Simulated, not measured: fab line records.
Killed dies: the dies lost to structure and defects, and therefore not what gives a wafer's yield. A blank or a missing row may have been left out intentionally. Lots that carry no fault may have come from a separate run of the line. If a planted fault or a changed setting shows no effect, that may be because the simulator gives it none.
fab line records -- flow sky130 -- part 2 of 2: steps 43 to 43 of 43
record lots=6, wafers=18, lastDay=50
route steps=708 shown VIA2@511 METAL3@532 CAPM@537 PAD_OPEN@708
lots that met no fault: from a run of the same line without faults
startH: hours from the record's opening day to when the first of the lot's shown wafers began -- waitH: how many hours have passed since the lot's step before this one -- " repeats the value in the row above -- L1.1+2: one row covering several wafers at once -- - either no value or no given start -- * or withheld: withheld -- < > ~ a bound
route shown NAME@n: names a module that has steps shown in the file, with the first one's number in the route -- usual: mean/standard deviation taken from wafers without a fault -- same: alike in all rows -- chamber/n: place in a boat -- sites: the reading at each site -- _std_site: standard deviation across them -- _edge_site: mean of outer sites minus mean of inner sites -- radiusMm: for every site, how far away it sits from the centre of the wafer -- mask NAME#n: copy n -- behind: the tool/chamber that last shaped the wafer -- hold: why the lot was held/for how many hours/how that ended -- device: whichever transistor did not switch (one of n, p or np) -- end of line: tests of these same wafers at the route's end -- for a step that has no rows: nothing shown but its recipe -- killed: the dies lost at the first sort to structure and to defects; this is not the yield of the wafer -- map: the dies of a wafer, with x for killed, . for not killed, _ for no die there
set.NAME: the setting the step ran with; set.NAME@STEP: the setting that earlier step ran with -- model.NAME: the simulator's own value behind a step, which no gauge read
lots at some steps of the route; a table a step, a row a wafer
services: from which hour (startH, from the record's first day; less than 0 if before it) a tool's chamber was out of use, for how many hours, and why
## steps
# step SKY_PAD_OPEN_PROBE_99
# usual defectLimitedYield=82.8/1.9, killed_at_M0_to_M3=42/6.3, killed_at_M4_up=3.2/1.9, killedAtContacts=24/5.8, killedAtFrontEnd=15/4.3, killedAtOther=0.2/0.62, killedDies=85/9.3, killedOpen=46/6.8, killedShort=38/6.1, sort_bin_3_pad_short=0.8/0.43, sort_bin_5_function=10.2/1.5, sort_bin_6_memory=6.2/1.1, sortNPass=407/9.3, sortYieldPct=82.8/1.9
# same grossDies=492, killedAtBackSide=0, sort_bin_4_leakage[%]=0, sort_bin_8_speed[%]=0
lot.wafer,tool,chamber,startH,waitH,defectLimitedYield[%],killed_at_M0_to_M3,killed_at_M4_up,killedAtContacts,killedAtFrontEnd,killedAtOther,killedDies,killedOpen,killedShort,sort_bin_3_pad_short[%],sort_bin_5_function[%],sort_bin_6_memory[%],sortNPass,sortYieldPct[%],model.etest.tester.sortNPass,model.etest.tester.sortYieldPct,model.etest.tester.sort_bin_5_pct,model.etest.tester.sort_bin_3_pct
L290.3,prober-02,-,1081.65,0.2,83.1,36,1,33,13,0,83,44,39,0.4,11.6,4.9,409,83.1,409,83.13,11.59,0.4065
L290.5,prober-02,-,1081.75,0.2,80.1,50,3,29,16,0,98,52,46,0.8,12.0,7.1,394,80.1,394,80.08,11.99,0.813
L290.6,prober-02,-,1081.80,0.2,81.3,44,3,35,10,0,92,56,36,0.4,10.8,7.5,400,81.3,400,81.3,10.77,0.4065
L294.1,prober-02,-,1101.14,0.1,81.9,48,3,20,16,2,89,51,38,1.2,10.6,6.3,403,81.9,403,81.91,10.57,1.22
L294.2,prober-02,-,1101.19,0.1,80.9,41,4,36,13,0,94,47,47,0.4,10.6,8.1,398,80.9,398,80.89,10.57,0.4065
L294.4,prober-02,-,1101.29,0.2,84.1,35,3,26,14,0,78,42,36,1.2,9.3,5.3,414,84.1,414,84.15,9.35,1.22
L296.1,prober-02,-,1112.86,0.1,83.5,46,5,17,13,0,81,45,33,0.6,9.6,6.3,411,83.5,411,83.54,9.553,0.6098
L296.2,prober-02,-,1112.91,0.1,81.3,55,1,24,12,0,92,58,32,0.6,11.2,6.9,400,81.3,400,81.3,11.18,0.6098
L296.6,prober-02,-,1113.11,0.2,83.3,44,5,20,13,0,82,50,32,0.6,9.3,6.7,410,83.3,410,83.33,9.35,0.6098
L306.3,prober-01,-,1179.79,0.2,76.8,66,5,27,16,0,114,45,40,2.4,14.4,6.3,378,76.8,378,76.83,14.43,2.439
L306.4,prober-01,-,1179.84,0.2,73.2,89,5,20,18,0,132,38,48,4.9,14.8,7.1,360,73.2,360,73.17,14.84,4.878
L306.5,prober-01,-,1179.89,0.2,74.6,92,3,20,10,0,125,43,32,2.0,14.8,8.5,367,74.6,367,74.59,14.84,2.033
L308.1,prober-02,-,1185.08,0.1,72.2,89,1,29,14,4,137,53,32,3.5,17.7,6.7,355,72.2,355,72.15,17.68,3.455
L308.3,prober-02,-,1185.18,0.2,74.6,93,1,16,15,0,125,36,40,2.6,16.5,6.3,367,74.6,367,74.59,16.46,2.642
L308.5,prober-02,-,1185.28,0.2,75.2,84,2,22,14,0,122,42,35,4.7,14.0,6.1,370,75.2,370,75.2,14.02,4.675
L310.1,prober-02,-,1189.74,0.1,83.1,38,2,30,13,0,83,44,39,0.6,11.2,5.1,409,83.1,409,83.13,11.18,0.6098
L310.4,prober-02,-,1189.89,0.2,80.9,36,3,32,23,0,94,54,39,1.2,11.2,6.7,398,80.9,398,80.89,11.18,1.22
L310.6,prober-02,-,1189.99,0.2,81.3,46,0,37,9,0,92,45,47,0.4,12.0,6.3,400,81.3,400,81.3,11.99,0.4065
# killed by level:class
L290.3 CONTACT:geometricParticle:open=11 VIA1:geometricParticle:open=10 CONTACT:geometricParticle:short=7 LI_CONTACT:geometricParticle:open=6 LI_CONTACT:geometricParticle:short=5 METAL1:geometricParticle:short=5 METAL2:geometricParticle:short=5 VIA3:geometricParticle:short=4
L290.5 VIA1:geometricParticle:open=11 CONTACT:geometricParticle:open=8 VIA3:geometricParticle:open=8 VIA2:geometricParticle:open=8 FIELD_ISO:geometricParticle:short=7 LI_CONTACT:geometricParticle:open=7 CONTACT:geometricParticle:short=7 LOCAL_INTERCONNECT:geometricParticle:short=6
L290.6 CONTACT:geometricParticle:open=14 LI_CONTACT:geometricParticle:open=12 VIA3:geometricParticle:open=8 VIA1:geometricParticle:open=8 METAL1:geometricParticle:short=6 VIA1:geometricParticle:short=6 VIA2:geometricParticle:open=5 FIELD_ISO:geometricParticle:short=4
L294.1 VIA1:geometricParticle:open=15 FIELD_ISO:geometricParticle:short=9 LI_CONTACT:geometricParticle:open=8 VIA2:geometricParticle:open=8 METAL2:geometricParticle:short=6 CONTACT:geometricParticle:open=6 VIA3:geometricParticle:open=6 METAL3:geometricParticle:short=5
L294.2 CONTACT:geometricParticle:open=14 CONTACT:geometricParticle:short=9 LOCAL_INTERCONNECT:geometricParticle:short=8 VIA1:geometricParticle:open=8 VIA1:geometricParticle:short=6 METAL2:geometricParticle:short=6 FIELD_ISO:geometricParticle:open=5 VIA3:geometricParticle:open=5
L294.4 CONTACT:geometricParticle:open=9 CONTACT:geometricParticle:short=9 VIA1:geometricParticle:open=8 VIA3:geometricParticle:open=6 LI_CONTACT:geometricParticle:open=5 METAL2:geometricParticle:short=5 FIELD_ISO:geometricParticle:open=4 VIA2:geometricParticle:open=4
L296.1 VIA2:geometricParticle:open=10 VIA1:geometricParticle:open=8 CONTACT:geometricParticle:open=7 METAL1:geometricParticle:short=7 VIA3:geometricParticle:open=7 CONTACT:geometricParticle:short=5 POLY_GATE:geometricParticle:open=4 LI_CONTACT:geometricParticle:open=4
L296.2 VIA1:geometricParticle:open=13 VIA3:geometricParticle:open=9 CONTACT:geometricParticle:open=9 LI_CONTACT:geometricParticle:open=8 VIA2:geometricParticle:open=8 METAL1:geometricParticle:short=7 FIELD_ISO:geometricParticle:open=6 METAL2:geometricParticle:short=5
L296.6 VIA1:geometricParticle:open=13 LI_CONTACT:geometricParticle:open=7 CONTACT:geometricParticle:open=6 METAL1:geometricParticle:short=6 VIA1:geometricParticle:short=6 LOCAL_INTERCONNECT:geometricParticle:short=5 VIA3:geometricParticle:open=5 VIA2:geometricParticle:open=5
L306.3 VIA2:unspecified=28 CONTACT:geometricParticle:open=16 VIA1:geometricParticle:open=9 METAL2:geometricParticle:short=6 VIA2:geometricParticle:short=6 FIELD_ISO:geometricParticle:short=5 VIA2:geometricParticle:open=5 METAL4:geometricParticle:short=5
L306.4 VIA2:unspecified=46 FIELD_ISO:geometricParticle:short=7 CONTACT:geometricParticle:open=7 VIA2:geometricParticle:open=7 VIA3:geometricParticle:short=7 VIA3:geometricParticle:open=6 VIA1:geometricParticle:open=6 LI_CONTACT:geometricParticle:open=4
L306.5 VIA2:unspecified=50 VIA1:geometricParticle:open=10 VIA2:geometricParticle:open=10 CONTACT:geometricParticle:open=8 METAL1:geometricParticle:short=6 VIA1:geometricParticle:short=6 POLY_GATE:geometricParticle:open=5 LOCAL_INTERCONNECT:geometricParticle:short=4
L308.1 VIA2:unspecified=50 CONTACT:geometricParticle:open=12 VIA1:geometricParticle:open=9 LI_CONTACT:geometricParticle:open=8 METAL2:geometricParticle:short=7 VIA3:geometricParticle:open=5 VIA2:geometricParticle:open=4 FIELD_ISO:geometricParticle:short=3
L308.3 VIA2:unspecified=49 METAL1:geometricParticle:short=8 VIA1:geometricParticle:open=8 VIA1:geometricParticle:short=7 METAL2:geometricParticle:short=7 SPACER:geometricParticle:open=6 LI_CONTACT:geometricParticle:open=5 CONTACT:geometricParticle:short=4
L308.5 VIA2:unspecified=45 VIA2:geometricParticle:open=11 CONTACT:geometricParticle:open=8 METAL2:geometricParticle:short=7 LI_CONTACT:geometricParticle:open=6 VIA1:geometricParticle:open=6 FIELD_ISO:geometricParticle:short=5 METAL1:geometricParticle:short=5
L310.1 CONTACT:geometricParticle:open=11 METAL1:geometricParticle:short=9 LI_CONTACT:geometricParticle:open=7 VIA1:geometricParticle:open=5 VIA3:geometricParticle:open=5 POLY_GATE:geometricParticle:short=4 LOCAL_INTERCONNECT:geometricParticle:short=4 FIELD_ISO:geometricParticle:short=3
L310.4 CONTACT:geometricParticle:open=12 LI_CONTACT:geometricParticle:open=10 FIELD_ISO:geometricParticle:open=9 VIA1:geometricParticle:open=8 VIA1:geometricParticle:short=7 FIELD_ISO:geometricParticle:short=6 METAL1:geometricParticle:short=5 METAL2:geometricParticle:short=5
L310.6 CONTACT:geometricParticle:short=10 LI_CONTACT:geometricParticle:open=9 CONTACT:geometricParticle:open=9 VIA2:geometricParticle:open=9 VIA3:geometricParticle:open=8 METAL2:geometricParticle:short=7 VIA1:geometricParticle:open=7 LI_CONTACT:geometricParticle:short=5
# map L306.4 (x killed, . not)
__________x........._________
________x..x.x...xx..x_______
______.x................_____
_____x.x........x...x....____
____.x....x..xx.....x.....___
___.x.x.....x...x..........__
__.........x.........x.xx.x._
_.......x....x.x..xx...x.....
_.....x..x..x.x....xx..x.....
_....x......xxxxx..xx....xx..
_.x.....x...xxxxxxxxx.x....x.
_.x.....x.xxxxxxxxxxxxx...x..
_......x....xxxxxxxx.....x...
_...x.x.....xxxxxxx..........
_..xxx....x.xxx.xxx.x..x.....
__......x.......x........x.._
___..x...x..........x.x..x.__
____..x...........x..x....___
_____...x.......xx.......____
______.x........x.....xx_____
________x.....x..x...x_______
__________x........._________
# map L308.1 (x killed, . not)
__________x.x.x.x..._________
________...........x.._______
______....x.....x..x.x.._____
_____.x......x..x.x....x.____
____.....xx.x.............___
___..x.x.....x....x..x..x..__
__.x.x....x...xxx..........._
_x.............x..xx.........
_xx..x.....x..x...xxx........
_xx...x.x...xxxxxxxxx.....x.x
_.xxx......xxxxxxxxx...x..x..
_..x.......xxxxxxxxx..x......
_.....x....xxxxxxxxx.x..x....
_..........xxxxxxx......x....
_..x..x.x.xxxxxxxx.....x.....
__....x.....xx..x..xx.....x._
___.....x.....x...xxxx....x__
____x.................x.x.___
_____.x..................____
______........x........._____
________x.x.....x....._______
__________..x....x.._________
## services
tool,chamber,startH,hours,kind
plasmaAsher-03,-,848.84,0.8,repair
cmp-01,-,862.20,1.0,repair
rieDiel-04,-,864.07,14.6,pm
pvdSputter-02,-,864.32,10.7,repair
pvdSputter-03,-,873.25,0.6,repair
rieDiel-03,2,884.18,3.3,repair
rieDiel-03,2,891.33,4.2,repair
rieDiel-03,-,908.74,0.5,repair
cmp-02,-,912.48,4.0,pm
rieDiel-04,-,920.11,7.0,repair
cmp-01,-,925.82,1.9,repair
rieDiel-03,1,935.51,2.7,repair
cmp-02,-,936.36,2.5,repair
rieDiel-03,-,954.04,1.1,repair
pvdSputter-01,2,970.63,-,consumableReplace:kit
pvdSputter-01,2,970.63,18.0,scheduledDown
pvdSputter-01,2,970.63,18.0,ventCycle
cmp-02,-,970.78,7.5,pm
rieDiel-02,0,973.59,4.4,repair
pvdSputter-03,2,980.67,-,consumableReplace:kit
pvdSputter-03,2,980.67,18.0,scheduledDown
pvdSputter-03,2,980.67,18.0,ventCycle
cmp-02,-,983.26,3.3,repair
cmp-02,-,986.04,0.6,repair
## key
firstSign step=SKY_PAD_OPEN_PROBE_99, reading=killed_at_M0_to_M3, direction=up, sigmas=6.9, usual=42, struck=86
effect step=SKY_PAD_OPEN_PROBE_99, reading=sort_bin_3_pad_short, direction=up, sigmas=5.8, usual=0.8, struck=3.4
modelEffect step=SKY_PAD_OPEN_PROBE_99, value=etest.tester.sortNPass, without=404.5, struck=366.2
metAt SKY_VIA2_STRIP_16
struckWafers L306.3,L306.4,L306.5,L308.1,L308.3,L308.5
onsetBetween 895.91 991.41
alsoFits SKY_VIA2_ETCH_14:rieDiel-04,SKY_VIA2_CMP_24:cmp-01
fault kind=chamberParticleSource, tool=plasmaAsher-03, chamber=-, onsetH=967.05, steps=SKY_VIA2_STRIP_16, ratePerVisitCm2=0.61175, endH=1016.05
